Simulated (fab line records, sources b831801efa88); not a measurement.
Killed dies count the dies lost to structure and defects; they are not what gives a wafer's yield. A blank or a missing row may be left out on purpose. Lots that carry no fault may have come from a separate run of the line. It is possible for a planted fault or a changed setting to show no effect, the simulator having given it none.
fab line records | flow sky130
record: lots: 12 wafers: 35 last_day: 51
route steps=708 shown VIA1@481 VIA2@515 CAPM@537 PAD_OPEN@708
lots that met no fault: from a run of the same line without faults
start_h: the number of hours between the record's first day and the start of the first shown wafer of the lot | wait_h: hours elapsed since this lot's preceding step | " same as the row above | L1.1+2: a single row standing in for several wafers | - no value, or no start was given | * or withheld: withheld | < > ~ a bound
route shown NAME@n: a module of which the file shows steps, and the number in the route of the first | usual: mean/standard deviation taken from wafers without a fault | same: alike in all rows | chamber/n: place in a boat | sites: readings site by site | _std_site: the standard deviation of these | _edge_site: outer sites' mean less inner sites' | radius_mm: how far each site lies from the wafer's centre | mask NAME#n: copy n | behind: tool/chamber where the wafer was last shaped | hold: why the lot was held/for how many hours/how that ended | device: transistor that didn't switch, given as n, p or np | end of line: tests run on the same wafers once the route is complete | step lacking rows: just its recipe | killed: at the first sort, the dies lost to defects and structure; wafer yield is something else | map: shows each die of a wafer: x if killed, . if not, _ if none is there
set.NAME: the setting that was run; set.NAME@STEP: the one run at that earlier step | model.NAME: the simulator's own value behind a step, which no gauge read
steps of the route over a sample of lots; a table a step, a row a wafer
services: the hour from which a tool's chamber was out of use, counted from the record's first day as start_h (under 0 if before that day), plus the number of hours and why
== steps ==
step: SKY_VIA1_THK_MEAS_23
recipe: thk_meas_gauge: xrf reads: W_of_VIA1_CVD_21
usual: VIA1_W_THK: 265/3.6
columns lot.wafer tool chamber start_h wait_h VIA1_W_THK[nm]
L726.2 film_metro-02 - 816.39 0.1 263
L726.3 " - " " 266
L726.4 " - " " 261
L727.1 film_metro-04 - 829.75 0.1 264
L727.4 " - " " 263
L727.6 " - " " 263
L729.1 film_metro-04 - 845.62 0.1 265
L729.4 " - " " 265
L729.6 " - " " 265
L730.2 film_metro-01 - 846.30 0.1 263
L730.4 " - " " 265
L730.6 " - " " 266
L733.2 film_metro-01 - 863.42 0.1 267
L733.5 " - " " 265
L733.6 " - " " 271
L732.1 film_metro-01 - 864.57 0.1 265
L732.2 " - " " 267
L732.3 " - " " 266
L735.2 film_metro-04 - 886.96 0.1 267
L735.3 " - " " 270
L735.6 " - " " 264
L740.3 film_metro-04 - 921.97 0.1 262
L740.5 " - " " 265
L743.3 film_metro-01 - 943.86 0.1 271
L743.5 " - " " 265
L743.6 " - " " 269
L745.4 film_metro-02 - 957.17 0.1 264
L745.5 " - " " 268
L745.6 " - " " 267
L747.1 film_metro-04 - 963.89 0.1 271
L747.5 " - " " 263
L747.6 " - " " 271
L748.1 film_metro-01 - 971.03 0.1 253
L748.3 " - " " 256
L748.4 " - " " 269
step: SKY_VIA2_SOFTBAKE_08
recipe: temp_c: 100 time_s: 90 resist: KrF-thick
usual: heater_power_total_W: 57.37/0.11 run_length_s: 119.2/0.34
columns lot.wafer tool chamber start_h wait_h heater_power_total_W run_length_s
L726.2 litho_track-02 0 859 - 57.30 119.5
L726.3 " 0 " " 57.50 119.3
L726.4 " 0 " " 57.47 119.6
L727.1 litho_track-01 0 870 - 57.34 119.3
L727.4 " 0 871 - 57.37 119.6
L727.6 " 0 " " 57.24 119.3
L729.1 litho_track-03 0 887 - 57.29 118.8
L729.4 " 0 " " 57.47 118.8
L729.6 " 0 " " 57.25 118.9
L730.2 litho_track-02 0 888 - 57.32 119.5
L730.4 " 0 " " 57.41 119.6
L730.6 " 0 " " 57.24 119.6
L733.2 litho_track-02 0 904 - 57.41 119.7
L733.5 " 0 " " 57.35 119.4
L733.6 " 0 " " 57.27 119.6
L732.1 litho_track-02 0 906 - 57.29 119.4
L732.2 " 0 " " 57.49 119.5
L732.3 " 0 " " 57.49 119.5
L735.2 litho_track-03 0 927 - 57.48 118.8
L735.3 " 0 " " 57.35 118.6
L735.6 " 0 " " 57.46 118.6
L740.3 litho_track-03 0 961 - 57.42 118.7
L740.5 " 0 962 - 73.97 70.7
L743.3 litho_track-03 0 982 - 57.29 118.9
L743.5 " 0 " " 73.56 71.0
L743.6 " 0 " " 57.39 118.7
L745.4 litho_track-01 0 996 - 57.41 119.3
L745.5 " 0 " " 57.46 119.3
L745.6 " 0 " " 57.47 119.4
L747.1 litho_track-01 0 1001 - 57.41 119.5
L747.5 " 0 " " 57.50 119.5
L747.6 " 0 " " 57.47 119.2
L748.1 litho_track-02 0 1009 - 57.32 119.5
L748.3 " 0 " " 57.50 119.7
L748.4 " 0 " " 57.31 119.6
step: SKY_VIA2_SPUTTER_20
recipe: material: TiN target_thk_nm: 20 chamber_pressure_pa: 5 power_w: 4000 time_s: 80
usual: throttle_valve_pct: 29.9/1.3
columns lot.wafer tool chamber start_h wait_h throttle_valve_pct
L726.2 pvd_sputter-04 - 872.40 0.0 30.0
L726.3 " - " " 28.0
L726.4 " - " " 30.5
L727.1 pvd_sputter-03 - 885.45 0.0 29.1
L727.4 " - " " 28.3
L727.6 " - " " 28.0
L729.1 pvd_sputter-01 - 901.01 0.0 31.4
L729.4 " - " " 31.5
L729.6 " - " " 32.1
L730.2 pvd_sputter-01 - 902.32 0.0 31.7
L730.4 " - " " 32.0
L730.6 " - " " 31.5
L733.2 pvd_sputter-03 - 918.88 0.0 27.9
L733.5 " - " " 28.8
L733.6 " - " " 30.7
L732.1 pvd_sputter-04 - 920.17 0.0 29.6
L732.2 " - " " 28.2
L732.3 " - " " 30.7
L735.2 pvd_sputter-01 - 941.17 0.0 31.4
L735.3 " - " " 31.2
L735.6 " - " " 31.1
L740.3 pvd_sputter-04 - 975.20 0.0 28.2
L740.5 " - " " 28.2
L743.3 pvd_sputter-04 - 996.09 0.0 30.7
L743.5 " - " " 27.9
L743.6 " - " " 28.7
L745.4 pvd_sputter-03 - 1008.97 0.0 29.8
L745.5 " - " " 29.9
L745.6 " - " " 29.1
L747.1 pvd_sputter-04 - 1014.32 0.0 28.6
L747.5 " - " " 27.5
L747.6 " - " " 28.7
L748.1 pvd_sputter-03 - 1022.75 0.0 28.6
L748.3 " - " " 30.2
L748.4 " - " " 31.0
step: SKY_CAPM_CVD_00
recipe: material: SiO2 target_thk_nm: 15.5 temp_c: 400 time_s: withheld rf_w: 450
usual: heater_power_outer_w: 462/59 heater_power_w: 771/76 susceptor_temp_C: 400.02/0.22
columns lot.wafer tool chamber start_h wait_h heater_power_outer_w heater_power_w susceptor_temp_C
L726.2 pecvd-01 0 873.22 0.0 426 748 400.14
L726.3 " 1 " " 519 833 399.96
L726.4 " 0 " " 424 745 400.08
L727.1 pecvd-02 0 886.27 0.0 440 733 400.14
L727.4 " 2 " " 516 864 400.27
L727.6 " 0 " " 437 741 399.94
L729.1 pecvd-02 1 901.84 0.0 456 855 400.48
L729.4 " 1 " " 444 845 400.38
L729.6 " 2 " " 481 842 399.93
L730.2 pecvd-04 1 903.14 0.0 488 805 399.83
L730.4 " 0 " " 452 809 399.56
L730.6 " 1 " " 492 797 400.20
L733.2 pecvd-04 2 919.70 0.0 407 668 399.81
L733.5 " 0 " " 504 857 399.87
L733.6 " 2 " " 411 677 399.91
L732.1 pecvd-02 2 921.10 0.0 561 897 400.17
L732.2 " 0 " " 459 760 399.84
L732.3 " 1 " " 448 839 400.50
L735.2 pecvd-01 2 941.99 0.0 539 722 400.18
L735.3 " 0 " " 366 674 400.36
L735.6 " 2 " " 548 749 399.77
L740.3 pecvd-04 0 976.03 0.0 421 753 400.22
L740.5 " 0 " " 433 744 400.17
L743.3 pecvd-02 0 996.92 0.0 429 697 399.78
L743.5 " 0 " " 424 706 399.86
L743.6 " 2 " " 530 879 400.00
L745.4 pecvd-04 0 1009.80 0.0 492 817 400.11
L745.5 " 2 " " 348 606 399.91
L745.6 " 0 " " 486 834 400.16
L747.1 pecvd-02 2 1015.15 0.0 526 865 400.14
L747.5 " 2 " " 534 851 399.47
L747.6 " 0 " " 396 702 400.33
L748.1 pecvd-01 0 1023.57 0.0 435 751 399.94
L748.3 " 1 " " 550 906 399.95
L748.4 " 1 " " 548 860 399.86
step: SKY_PAD_OPEN_PROBE_99
usual: defect_limited_yield: 82.7/1.9 killed_at_M0_to_M3: 44/7.2 killed_at_M4_up: 2.9/1.8 killed_at_contacts: 24/5.2 killed_at_front_end: 15/4 killed_at_other: 0.2/0.49 killed_dies: 85/9.1 killed_on_rim: 17/3.7 killed_open: 47/6.8 killed_short: 38/5.7 sort_bin_3_pad_short: 0.9/0.44 sort_bin_5_function: 10.3/1.4 sort_bin_6_memory: 6.2/1.1 sort_n_pass: 407/9.1 sort_yield_pct: 82.7/1.9
same: gross_dies: 492 killed_at_back_side: 0 sort_bin_4_leakage[%]: 0 sort_bin_8_speed[%]: 0
columns lot.wafer tool chamber start_h wait_h defect_limited_yield[%] killed_at_M0_to_M3 killed_at_M4_up killed_at_contacts killed_at_front_end killed_at_other killed_dies killed_on_rim killed_open killed_short sort_bin_3_pad_short[%] sort_bin_5_function[%] sort_bin_6_memory[%] sort_n_pass sort_yield_pct[%]
L726.2 prober-02 - 1101.24 0.1 82.9 41 5 24 14 0 84 22 50 34 0.4 12.2 4.5 408 82.9
L726.3 prober-02 - 1101.29 0.2 80.9 44 2 26 22 0 94 17 61 33 0.4 12.4 6.3 398 80.9
L726.4 prober-02 - 1101.34 0.2 83.3 35 3 29 15 0 82 20 46 36 1.2 10.6 4.9 410 83.3
L727.1 prober-01 - 1111.02 0.1 81.1 50 1 20 22 0 93 14 51 42 0.8 10.0 8.1 399 81.1
L727.4 prober-01 - 1111.17 0.2 83.5 41 5 17 18 0 81 19 43 38 0.6 11.0 4.9 411 83.5
L727.6 prober-01 - 1111.27 0.2 82.7 43 2 21 19 0 85 19 57 28 0.2 11.8 5.3 407 82.7
L729.1 prober-01 - 1124.14 0.1 82.3 41 2 31 13 0 87 16 45 42 1.2 9.6 6.9 405 82.3
L729.4 prober-01 - 1124.29 0.2 82.5 46 1 23 15 1 86 19 46 40 0.4 11.2 5.9 406 82.5
L729.6 prober-01 - 1124.39 0.2 78.7 62 1 34 8 0 105 21 57 48 0.8 12.0 8.5 387 78.7
L730.2 prober-02 - 1125.44 0.1 84.8 33 7 23 11 1 75 18 37 38 0.4 8.7 6.1 417 84.8
L730.4 prober-02 - 1125.54 0.2 81.9 48 6 24 11 0 89 14 49 40 1.2 11.0 5.9 403 81.9
L730.6 prober-02 - 1125.64 0.2 82.3 44 3 22 17 1 87 16 44 43 1.4 9.8 6.5 405 82.3
L733.2 prober-02 - 1136.47 0.1 85.2 46 0 14 13 0 73 10 45 28 0.6 10.4 3.9 419 85.2
L733.5 prober-02 - 1136.62 0.2 81.5 46 1 27 16 1 91 23 51 40 0.6 10.8 7.1 401 81.5
L733.6 prober-02 - 1136.67 0.2 81.7 36 4 30 19 1 90 11 52 38 1.0 11.8 5.5 402 81.7
L732.1 prober-01 - 1138.84 0.1 82.9 53 2 14 15 0 84 16 47 37 0.4 9.8 6.9 408 82.9
L732.2 prober-01 - 1138.89 0.1 79.5 54 8 25 14 0 101 14 60 41 0.8 12.4 7.3 391 79.5
L732.3 prober-01 - 1138.94 0.2 81.5 52 5 22 12 0 91 18 41 50 1.4 9.1 7.9 401 81.5
L735.2 prober-01 - 1154.10 0.1 78.9 61 4 25 14 0 104 22 55 49 1.2 12.2 7.7 388 78.9
L735.3 prober-01 - 1154.15 0.2 83.1 43 2 26 12 0 83 13 48 35 1.0 10.0 5.9 409 83.1
L735.6 prober-01 - 1154.30 0.2 83.1 54 1 15 13 0 83 19 48 35 1.4 9.8 5.7 409 83.1
L740.3 prober-02 - 1180.87 0.2 83.9 42 2 20 15 0 79 16 44 35 1.4 9.1 5.5 413 83.9
L740.5 prober-02 - 1180.97 0.2 81.1 60 3 19 11 0 93 22 46 47 1.0 11.4 6.5 399 81.1
L743.3 prober-01 - 1195.27 0.2 86.2 32 2 20 12 2 68 12 34 34 0.6 8.7 4.5 424 86.2
L743.5 prober-01 - 1195.37 0.2 86.4 41 2 11 13 0 67 15 35 32 0.2 8.7 4.7 425 86.4
L743.6 prober-01 - 1195.42 0.2 83.7 38 1 21 20 0 80 16 41 39 1.6 10.4 4.3 412 83.7
L745.4 prober-01 - 1204.36 0.2 83.3 40 3 26 13 0 82 12 46 36 1.4 9.8 5.5 410 83.3
L745.5 prober-01 - 1204.41 0.2 83.7 44 4 18 13 1 80 18 44 36 1.4 7.9 6.9 412 83.7
L745.6 prober-01 - 1204.46 0.2 82.1 40 4 25 19 0 88 25 43 45 1.2 10.2 6.5 404 82.1
L747.1 prober-01 - 1206.96 0.1 82.9 47 3 19 13 2 84 20 45 39 0.2 11.4 5.5 408 82.9
L747.5 prober-01 - 1207.16 0.2 84.8 37 4 23 11 0 75 17 40 35 1.0 8.7 5.5 417 84.8
L747.6 prober-01 - 1207.21 0.2 88.8 29 1 10 15 0 55 10 31 24 0.6 5.7 4.9 437 88.8
L748.1 prober-02 - 1212.91 0.1 83.5 32 2 25 22 0 81 16 44 37 0.4 7.9 8.1 411 83.5
L748.3 prober-02 - 1213.01 0.2 80.9 46 5 22 20 1 94 22 52 42 0.8 11.6 6.7 398 80.9
L748.4 prober-02 - 1213.06 0.2 83.1 40 5 28 9 1 83 9 50 33 0.6 10.4 5.9 409 83.1
killed by level:class
L726.2 VIA2:geometric_particle:open=11 LI_CONTACT:geometric_particle:open=9 FIELD_ISO:geometric_particle:short=7 VIA1:geometric_particle:open=7 VIA3:geometric_particle:open=7 CONTACT:geometric_particle:short=6 POLY_GATE:geometric_particle:open=4 CONTACT:geometric_particle:open=4
L726.3 VIA1:geometric_particle:open=17 CONTACT:geometric_particle:open=12 VIA2:geometric_particle:open=8 VIA1:geometric_particle:short=6 LI_CONTACT:geometric_particle:open=6 FIELD_ISO:geometric_particle:short=5 METAL1:geometric_particle:short=5 FIELD_ISO:geometric_particle:open=4
L726.4 LI_CONTACT:geometric_particle:open=14 VIA1:geometric_particle:open=10 VIA1:geometric_particle:short=7 VIA2:geometric_particle:open=7 CONTACT:geometric_particle:open=6 FIELD_ISO:geometric_particle:short=5 LOCAL_INTERCONNECT:geometric_particle:short=5 FIELD_ISO:geometric_particle:open=3
L727.1 VIA1:geometric_particle:open=14 CONTACT:geometric_particle:open=8 METAL3:geometric_particle:short=7 VIA3:geometric_particle:open=7 FIELD_ISO:geometric_particle:open=6 METAL1:geometric_particle:short=6 POLY_GATE:geometric_particle:open=5 LI_CONTACT:geometric_particle:short=5
L727.4 VIA1:geometric_particle:open=10 VIA3:geometric_particle:open=10 FIELD_ISO:geometric_particle:short=9 METAL4:geometric_particle:short=4 CONTACT:geometric_particle:open=4 LI_CONTACT:geometric_particle:open=4 METAL1:geometric_particle:short=4 FIELD_ISO:geometric_particle:open=3
L727.6 VIA1:geometric_particle:open=15 CONTACT:geometric_particle:open=8 FIELD_ISO:geometric_particle:open=6 LI_CONTACT:geometric_particle:open=6 VIA2:geometric_particle:open=6 VIA3:geometric_particle:open=6 FIELD_ISO:geometric_particle:short=4 LI_CONTACT:geometric_particle:short=4
L729.1 CONTACT:geometric_particle:open=10 LI_CONTACT:geometric_particle:open=9 VIA1:geometric_particle:open=9 VIA1:geometric_particle:short=7 VIA2:geometric_particle:open=7 METAL1:geometric_particle:short=5 LOCAL_INTERCONNECT:geometric_particle:short=5 METAL2:geometric_particle:short=5
L729.4 CONTACT:geometric_particle:open=9 VIA2:geometric_particle:open=9 VIA1:geometric_particle:open=6 VIA1:geometric_particle:short=6 POLY_GATE:geometric_particle:open=5 METAL2:geometric_particle:short=5 VIA3:geometric_particle:open=4 POLY_GATE:geometric_particle:short=4
L729.6 VIA1:geometric_particle:open=19 CONTACT:geometric_particle:open=13 METAL2:geometric_particle:short=10 VIA1:geometric_particle:short=10 LI_CONTACT:geometric_particle:open=8 CONTACT:geometric_particle:short=7 VIA2:geometric_particle:open=6 LI_CONTACT:geometric_particle:short=5
L730.2 VIA1:geometric_particle:open=12 CONTACT:geometric_particle:open=7 LI_CONTACT:geometric_particle:open=6 CONTACT:geometric_particle:short=6 FIELD_ISO:geometric_particle:short=5 VIA1:geometric_particle:short=5 METAL2:geometric_particle:short=5 METAL4:geometric_particle:short=5
L730.4 VIA1:geometric_particle:open=14 METAL2:geometric_particle:short=9 LI_CONTACT:geometric_particle:open=8 CONTACT:geometric_particle:open=6 VIA2:geometric_particle:open=6 VIA3:geometric_particle:open=6 METAL1:geometric_particle:short=5 METAL4:geometric_particle:short=4
L730.6 VIA1:geometric_particle:open=12 METAL2:geometric_particle:short=7 LI_CONTACT:geometric_particle:open=6 LOCAL_INTERCONNECT:geometric_particle:short=6 VIA2:geometric_particle:open=6 VIA1:geometric_particle:short=5 LI_CONTACT:geometric_particle:short=4 POLY_GATE:geometric_particle:open=4
L733.2 VIA1:geometric_particle:open=15 VIA2:geometric_particle:open=6 CONTACT:geometric_particle:open=6 VIA3:geometric_particle:open=6 POLY_GATE:geometric_particle:open=5 VIA1:geometric_particle:short=5 POLY_GATE:geometric_particle:short=4 CONTACT:geometric_particle:short=4
L733.5 VIA1:geometric_particle:open=16 CONTACT:geometric_particle:open=13 LI_CONTACT:geometric_particle:open=6 CONTACT:geometric_particle:short=6 POLY_GATE:geometric_particle:short=5 VIA1:geometric_particle:short=5 METAL1:geometric_particle:short=5 VIA3:geometric_particle:open=5
L733.6 LI_CONTACT:geometric_particle:open=11 CONTACT:geometric_particle:open=11 METAL1:geometric_particle:short=6 VIA1:geometric_particle:open=6 FIELD_ISO:geometric_particle:open=5 VIA1:geometric_particle:short=5 METAL2:geometric_particle:short=5 METAL3:geometric_particle:short=5
L732.1 VIA1:geometric_particle:open=13 CONTACT:geometric_particle:open=9 VIA2:geometric_particle:open=8 METAL2:geometric_particle:short=7 FIELD_ISO:geometric_particle:open=5 POLY_GATE:geometric_particle:short=5 METAL1:geometric_particle:short=5 VIA3:geometric_particle:short=5
L732.2 VIA1:geometric_particle:open=11 VIA2:geometric_particle:open=10 CONTACT:geometric_particle:open=8 VIA3:geometric_particle:open=7 METAL2:geometric_particle:short=7 LI_CONTACT:geometric_particle:open=6 FIELD_ISO:geometric_particle:open=5 METAL4:geometric_particle:short=5
L732.3 VIA1:geometric_particle:open=13 CONTACT:geometric_particle:open=11 METAL1:geometric_particle:short=9 VIA2:geometric_particle:short=6 METAL2:geometric_particle:short=6 VIA2:geometric_particle:open=6 FIELD_ISO:geometric_particle:short=5 METAL4:geometric_particle:short=5
L735.2 VIA1:geometric_particle:open=17 METAL1:geometric_particle:short=8 VIA3:geometric_particle:open=8 LI_CONTACT:geometric_particle:open=7 CONTACT:geometric_particle:open=7 CONTACT:geometric_particle:short=6 VIA2:geometric_particle:short=6 VIA3:geometric_particle:short=6
L735.3 VIA1:geometric_particle:open=14 CONTACT:geometric_particle:open=10 VIA3:geometric_particle:open=8 LI_CONTACT:geometric_particle:open=6 METAL1:geometric_particle:short=5 VIA1:geometric_particle:short=5 LOCAL_INTERCONNECT:geometric_particle:short=4 POLY_GATE:geometric_particle:short=4
L735.6 VIA1:geometric_particle:open=14 VIA2:geometric_particle:open=8 CONTACT:geometric_particle:open=7 VIA3:geometric_particle:short=7 VIA3:geometric_particle:open=7 VIA2:geometric_particle:short=5 METAL1:geometric_particle:short=4 FIELD_ISO:geometric_particle:open=3
L740.3 VIA1:geometric_particle:open=10 METAL2:geometric_particle:short=7 VIA3:geometric_particle:open=6 LI_CONTACT:geometric_particle:open=5 CONTACT:geometric_particle:open=5 METAL1:geometric_particle:short=5 SPACER:geometric_particle:open=4 VIA2:geometric_particle:open=4
L740.5 VIA1:geometric_particle:open=16 VIA3:geometric_particle:open=6 POLY_GATE:geometric_particle:short=5 LOCAL_INTERCONNECT:geometric_particle:short=5 METAL1:geometric_particle:short=5 VIA1:geometric_particle:short=5 METAL2:geometric_particle:short=5 VIA2:geometric_particle:short=5
L743.3 CONTACT:geometric_particle:open=7 CONTACT:geometric_particle:short=5 VIA1:geometric_particle:open=5 METAL2:geometric_particle:short=5 FIELD_ISO:geometric_particle:open=4 POLY_GATE:geometric_particle:short=4 METAL1:geometric_particle:short=4 VIA1:geometric_particle:short=4
L743.5 METAL1:geometric_particle:short=7 VIA2:geometric_particle:open=6 CONTACT:geometric_particle:open=6 VIA1:geometric_particle:open=6 METAL2:geometric_particle:short=5 VIA1:geometric_particle:short=4 METAL2:geometric_particle:open=4 FIELD_ISO:geometric_particle:short=3
L743.6 METAL2:geometric_particle:short=8 VIA1:geometric_particle:open=8 FIELD_ISO:geometric_particle:open=7 CONTACT:geometric_particle:open=7 FIELD_ISO:geometric_particle:short=6 LI_CONTACT:geometric_particle:open=6 METAL1:geometric_particle:short=6 CONTACT:geometric_particle:short=4
L745.4 CONTACT:geometric_particle:open=10 VIA1:geometric_particle:open=10 LI_CONTACT:geometric_particle:open=7 VIA2:geometric_particle:open=5 FIELD_ISO:geometric_particle:open=4 METAL3:geometric_particle:short=4 VIA3:geometric_particle:short=4 FIELD_ISO:geometric_particle:short=3
L745.5 VIA3:geometric_particle:open=8 METAL1:geometric_particle:short=7 LI_CONTACT:geometric_particle:open=7 POLY_GATE:geometric_particle:open=6 VIA1:geometric_particle:open=6 CONTACT:geometric_particle:open=5 METAL2:geometric_particle:short=5 VIA2:geometric_particle:open=4
L745.6 CONTACT:geometric_particle:open=11 METAL2:geometric_particle:short=9 VIA2:geometric_particle:open=8 VIA1:geometric_particle:open=8 FIELD_ISO:geometric_particle:short=7 METAL1:geometric_particle:short=6 LI_CONTACT:geometric_particle:open=5 FIELD_ISO:geometric_particle:open=4
L747.1 VIA1:geometric_particle:open=9 VIA2:geometric_particle:open=9 CONTACT:geometric_particle:open=7 VIA1:geometric_particle:short=6 LI_CONTACT:geometric_particle:open=5 METAL1:geometric_particle:short=5 VIA3:geometric_particle:short=5 CONTACT:geometric_particle:short=4
L747.5 CONTACT:geometric_particle:open=10 VIA1:geometric_particle:open=7 VIA3:geometric_particle:open=6 FIELD_ISO:geometric_particle:short=5 METAL1:geometric_particle:short=5 VIA1:geometric_particle:short=5 VIA2:geometric_particle:open=5 LI_CONTACT:geometric_particle:short=4
L747.6 VIA3:geometric_particle:open=6 VIA1:geometric_particle:open=5 VIA2:geometric_particle:short=5 FIELD_ISO:geometric_particle:short=4 FIELD_ISO:geometric_particle:open=4 LI_CONTACT:geometric_particle:open=4 VIA2:geometric_particle:open=4 CONTACT:geometric_particle:open=3
L748.1 LI_CONTACT:geometric_particle:open=8 CONTACT:geometric_particle:open=7 FIELD_ISO:geometric_particle:open=6 VIA1:geometric_particle:open=6 METAL2:geometric_particle:short=5 POLY_GATE:geometric_particle:open=4 LOCAL_INTERCONNECT:geometric_particle:short=4 METAL1:geometric_particle:short=4
L748.3 VIA1:geometric_particle:open=10 METAL1:geometric_particle:short=9 VIA3:geometric_particle:open=9 LI_CONTACT:geometric_particle:open=7 FIELD_ISO:geometric_particle:open=6 FIELD_ISO:geometric_particle:short=6 CONTACT:geometric_particle:short=5 VIA1:geometric_particle:short=4
L748.4 CONTACT:geometric_particle:open=12 VIA1:geometric_particle:open=8 LI_CONTACT:geometric_particle:open=7 METAL1:geometric_particle:short=7 VIA2:geometric_particle:open=7 VIA3:geometric_particle:open=6 METAL2:geometric_particle:short=5 CONTACT:geometric_particle:short=4
== services ==
columns tool chamber start_h hours kind
pecvd-04 0 836.86 2.1 scheduled_down
pecvd-01 2 840.43 5.4 repair
pecvd-02 2 846.48 5.5 scheduled_down
pvd_sputter-04 - 850.83 2.8 repair
pecvd-04 - 854.43 1.6 repair
pecvd-02 - 866.45 2.0 repair
pecvd-01 2 888.22 20.4 repair
pecvd-04 1 918.26 5.5 scheduled_down
pecvd-02 1 927.71 5.5 scheduled_down
pecvd-04 2 936.23 6.6 repair
pvd_sputter-04 - 950.92 4.6 repair
pvd_sputter-01 - 962.29 24.6 repair
pecvd-04 1 962.59 2.1 scheduled_down
pecvd-04 2 966.02 2.1 scheduled_down
pecvd-02 0 970.30 5.5 scheduled_down
pecvd-02 1 981.98 12.2 repair
pecvd-02 - 982.04 1.7 repair
pecvd-02 2 984.69 11.7 repair
pvd_sputter-03 - 987.38 2.8 repair
pecvd-01 0 994.81 6.6 repair
pecvd-04 1 999.38 - clean
pecvd-02 1 1008.41 11.7 repair
pecvd-02 1 1020.08 2.1 scheduled_down
pecvd-02 2 1022.21 2.1 scheduled_down
== key ==
first_sign: step: SKY_VIA2_SOFTBAKE_08 reading: heater_power_total_W direction: up sigmas: 99+ usual: * struck: *
effect: step: SKY_VIA2_SOFTBAKE_08 reading: run_length_s direction: down sigmas: 99+ usual: * struck: *
met_at SKY_VIA2_SOFTBAKE_08
struck_lots L740,L743
struck_wafers L740.5,L743.5
not_acting_at SKY_VIA1_THK_MEAS_23,SKY_VIA2_SPUTTER_20,SKY_CAPM_CVD_00
onset_between 927 961
fault: kind: process_parameter_drift tool: litho_track-03 chamber: - onset_h: 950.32 steps: SKY_VIA2_SOFTBAKE_08 channel: time_s offset: * shape: step end_h: 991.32 scope: struck_wafers_only acts_in: * stated: *
